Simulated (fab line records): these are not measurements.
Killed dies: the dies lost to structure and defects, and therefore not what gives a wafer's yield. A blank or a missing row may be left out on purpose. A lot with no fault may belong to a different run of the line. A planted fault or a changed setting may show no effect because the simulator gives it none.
Which tool is to blame?    flow sky130    route of 708 steps, sampled at 1 step: 12 lots, 36 wafers

== WHAT EACH GAUGE READ, for each wafer ==
SKY_VIA1_OVL_MEAS_13.
lot   measured      on          VIA1_OVL (nm)
L076  day 35 01:03  overlay-02  5 0 4
L077  day 35 11:29  overlay-02  4 6 0
L079  day 35 21:48  overlay-02  0 -1 -12
L081  day 36 18:03  overlay-02  6 -2 4
L082  day 37 04:08  overlay-01  -9 -6 -6
L085  day 37 13:07  overlay-01  1 -4 -2
L087  day 38 17:09  overlay-01  3 1 0
L089  day 39 04:10  overlay-01  2 -2 1
L091  day 39 15:43  overlay-02  1 1 -7
L093  day 40 11:29  overlay-01  3 8 7
L095  day 40 19:28  overlay-01  -2 0 -4
L097  day 41 01:35  overlay-01  -5 -1 2

== TOOL THAT RAN EACH LOT (tool first, then ch and the chambers of the sampled wafers, then the start) ==
Record: no process step prior to these readings.

== THE ANSWER, worked out from the rows above alone ==
Rule: the lots themselves supply what counts as usual. Put in order of their means at a reading, lots are off if they are a third of the lots or fewer, leave a main group of 4 or more, and stand apart from it by a gap of 3 or more times the standard deviation of the main group's means; of several such gaps the widest counts. The tables above print the reading to a certain number of digits; a main group whose means all agree to those digits is not used. A lot without any number at a reading at which 4 lots or more have one is off too. Any other lot the step has rows for is counted as sound.
None of the lots is off at any reading shown; this tells nothing.

== WHAT WAS PUT IN BY THE SIMULATOR ==
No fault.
